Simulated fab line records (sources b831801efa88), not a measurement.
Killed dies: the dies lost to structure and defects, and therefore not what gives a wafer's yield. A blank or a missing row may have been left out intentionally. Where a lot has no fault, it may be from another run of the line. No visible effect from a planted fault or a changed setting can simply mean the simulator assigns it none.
Chamber matching | flow gf180mcu | 3 sister chambers for GF_V2_CVD_02 on pecvd-03
The step deposits SiO2 from TEOS, target thk 850 nm, time 94.851 s. 20 wafers are shown with their chamber, then 10 later ones without.

== WAFERS PAIRED WITH THEIR CHAMBERS ==
wafer  | chamber | heater-power-w (W)
L080.1 | 1       | 865
L080.2 | 2       | 724
L080.4 | 0       | 704
L081.2 | 2       | 645
L081.4 | 0       | 722
L081.6 | 2       | 701
L083.1 | 1       | 990
L083.4 | 0       | 604
L083.6 | 1       | 797
L084.1 | 2       | 674
L084.3 | 0       | 669
L084.4 | 1       | 1022
L091.3 | 0       | 628
L091.4 | 0       | 694
L091.6 | 1       | 958
L092.1 | 0       | 770
L092.2 | 2       | 643
L092.6 | 2       | 694
L093.1 | 0       | 676
L093.4 | 2       | 740

SIGNATURES (averages over the wafers above)
reading        | chamber 0 | chamber 1 | chamber 2 | scatter within a chamber
heater-power-w | 683.38    | 926.40    | 688.71    | 60.5
Rule: a wafer lies at a distance from a chamber equal to the root of the sum of squares, over the readings, of (its reading less the chamber's mean, divided by the reading's scatter). If the next closest chamber is less than 2 further off than the closest, the wafer can't be placed; otherwise it belongs to the closest. The scatter: take each reading less its chamber's mean, square it, sum over the shown wafers, divide by the number of wafers less the number of chambers, and take the root.

== WAFERS MISSING THEIR CHAMBER ==
wafer  | heater-power-w (W)
L093.5 | 715
L094.1 | 664
L094.3 | 669
L094.4 | 967
L095.3 | 605
L095.4 | 1024
L095.5 | 730
L096.1 | 684
L096.2 | 1009
L096.4 | 707

== WHICH CHAMBER EACH ONE RAN IN ==
wafer  | from the rows above     | in truth
L093.5 | can't be placed: 2 or 0 | 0
L094.1 | can't be placed: 0 or 2 | 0
L094.3 | can't be placed: 0 or 2 | 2
L094.4 | 1                       | 1
L095.3 | can't be placed: 0 or 2 | 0
L095.4 | 1                       | 1
L095.5 | can't be placed: 2 or 0 | 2
L096.1 | can't be placed: 0 or 2 | 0
L096.2 | 1                       | 1
L096.4 | can't be placed: 2 or 0 | 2
Correct placement for 3 of the 10. These rows do not allow placing 7 (true chamber among the candidates in 7). Wrongly placed: 0.
